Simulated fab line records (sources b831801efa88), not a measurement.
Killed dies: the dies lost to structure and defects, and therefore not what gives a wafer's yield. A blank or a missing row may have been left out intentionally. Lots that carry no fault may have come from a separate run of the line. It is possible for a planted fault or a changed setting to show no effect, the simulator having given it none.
Code-filled problem report in 8D (eight disciplines) form -- flow gf180mcu -- the parts of the form that need people (team, actions taken, sign-off) are left out
Where a reading is given only as a bound, like >300, the bound stands for it, and a mean or a difference that rests on one is marked > or <: the true number lies beyond.

1. WHAT WENT WRONG
Wafers free of any fault read 0.326 ohm/sq (standard deviation 0.0053) for V3_W_RS at GF_V3_RS_MEAS_24, against a mean of 43.521 ohm/sq on 9 wafers of 3 lots. That is +99 or more standard deviations from the usual mean.
The step: measures by four-point-probe.
The first sign was on wafer L115.2 at day 25 13:42, on film_metro-04. The record holds 45 wafers of 15 lots with a number at this step. Rule for "out", or "out of limits": more than 4 standard deviations from the usual mean. The other wafers with a number count as sound.

2. WHAT IT IS AND WHAT IT IS NOT
question,is,is not
which readings at this step,V3_W_RS,-
which lots,"L115, L116, L117","L107, L109, L120, L121, L122, L123, L124, L125, L126, L127, L128, L129"
which wafers of those lots,all that have a number,-
read on which gauges,"film_metro-02, film_metro-04",film_metro-03
when,from day 25 13:42,"up to then (6 sound wafers); but 30 sound wafers of L120, L121, L122, L123, L124, L125, L126, L127, L128, L129 came after"

3. SUSPECTS, AND WHAT RULES EACH OUT
Counting: a tool stays on the suspect list if, at a process step up to the reading, it processed all lots that are out and no sound lot following the first of them.
- the gauge at GF_V3_RS_MEAS_24 has been ruled out. The wafers that are out were read on 2 gauges (film_metro-02, film_metro-04).
- cvd_w-02 at GF_V3_CVD_23 (deposits W, target thk 350 nm, time 104.9 s): ruled out as a lasting fault. Sound lots L121, L124, L125, L126 ran on it after its first lot that is out, L115 (day 25 13:34).
Left after counting: nothing in the record.

4. THE CAUSE (what the simulator had put in)
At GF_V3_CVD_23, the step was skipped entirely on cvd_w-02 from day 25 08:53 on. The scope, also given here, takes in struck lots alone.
The count ruled it out by mistake, since the rule takes a fault to strike every lot its tool runs from the start of the fault on, and this one did not do so.

5. THE CHAIN OF EFFECTS, in route order
Rows list readings where the struck wafers' mean (over those with a number) sits beyond 3 standard deviations from the usual. Only readings whose record carries a usual standard deviation are examined. hours: median over the lots of the time between each lot's start at the first step of this table that gives one and its start at this step. sigmas: the change, counted in usual standard deviations.
hours,step,reading,usual,on struck wafers,change,sigmas
0,GF_V3_RS_MEAS_24,V3_W_RS,0.326 ohm/sq,43.521,+43.195,+99 or more
0,GF_V3_THK_MEAS_25,V3_W_THK,335 nm,<0,<-335,<-57
0,GF_V3_CMP_26,time_to_endpoint_s,82 s,1,-81,-21
It contains these process steps:
- GF_V3_CMP_26: polishes, stops on SiO2, t overpolish 15 s, target thk 0 nm.
Readings that are blank on the struck wafers while sound wafers have them: chamber_pressure_Torr at GF_V3_CVD_23; heater_power_outer_w at GF_V3_CVD_23; heater_power_w at GF_V3_CVD_23.

6. HOW IT WOULD HAVE BEEN CAUGHT EARLIER
The first out-of-limits reading at a measuring or inspecting step in this record came at day 25 13:42, 5 hours after the fault's start at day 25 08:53.
At GF_V3_CVD_23 the tool's readings are blank on the struck wafers, where sound wafers have them: an empty tool record is the first sign, and it was there at once.
